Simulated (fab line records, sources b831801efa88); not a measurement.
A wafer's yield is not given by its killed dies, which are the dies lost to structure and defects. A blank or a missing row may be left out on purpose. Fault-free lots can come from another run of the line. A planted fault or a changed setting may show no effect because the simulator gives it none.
Which tool was responsible? + flow sky130 + Sampling: 12 lots, 36 wafers, 2 of 708 route steps

== WHAT THE GAUGES SHOWED, per wafer ==
SKY_VIA3_THK_MEAS_23: measures by xrf.
| lot  | measured     | on            | VIA3_W_THK (nm) |
|------|--------------|---------------|-----------------|
| L075 | day 39 13:23 | film_metro-04 | 394 393 394     |
| L077 | day 40 05:48 | film_metro-04 | 403 393 391     |
| L079 | day 41 13:03 | film_metro-02 | 397 393 391     |
| L081 | day 41 17:43 | film_metro-02 | 416 400 407     |
| L083 | day 42 06:34 | film_metro-01 | 390 391 391     |
| L085 | day 43 01:03 | film_metro-02 | 397 396 396     |
| L087 | day 43 04:45 | film_metro-02 | 395 404 396     |
| L089 | day 43 20:05 | film_metro-02 | 399 386 392     |
| L091 | day 44 09:52 | film_metro-04 | 399 392 394     |
| L094 | day 44 23:17 | film_metro-04 | 388 397 403     |
| L095 | day 45 20:28 | film_metro-01 | 403 402 402     |
| L096 | day 46 00:40 | film_metro-02 | 398 407 398     |

== EACH LOT AND THE TOOL THAT RAN IT (in order: tool; ch and the chambers of the sampled wafers; start) ==
| lot  | SKY_METAL3_STRIP_19                  |
|------|--------------------------------------|
| L075 | plasma_asher-01 ch 0,1, day 38 09:57 |
| L077 | plasma_asher-03 ch 0,1, day 39 02:06 |
| L079 | plasma_asher-01 ch 0,1, day 40 11:02 |
| L081 | plasma_asher-03 ch 0,1, day 40 15:38 |
| L083 | plasma_asher-04 ch 0,1, day 41 05:12 |
| L085 | plasma_asher-03 ch 0,1, day 41 23:36 |
| L087 | plasma_asher-01 ch 1, day 42 03:41   |
| L089 | plasma_asher-01 ch 0, day 42 19:23   |
| L091 | plasma_asher-04 ch 0,1, day 43 08:36 |
| L094 | plasma_asher-01 ch 0,1, day 43 23:24 |
| L095 | plasma_asher-04 ch 0,1, day 44 20:49 |
| L096 | plasma_asher-04 ch 0,1, day 45 01:34 |
- SKY_METAL3_STRIP_19: strips in O2/N2.

== THE ANSWER, worked out from the rows above alone ==
Rule: usual is defined by the lots themselves. Put in order of their means at a reading, lots are off if they are a third of the lots or fewer, leave a main group of 4 or more, and stand apart from it by a gap of 3 or more times the standard deviation of the main group's means; of several such gaps the widest counts. Not used: any main group whose means are identical at the precision the tables above print for the reading. A lot without any number at a reading at which 4 lots or more have one is off too. Any other lot the step has rows for is counted as sound.
Nothing can be told from this: no lot is off at any reading shown.

== WHAT WAS PUT IN BY THE SIMULATOR ==
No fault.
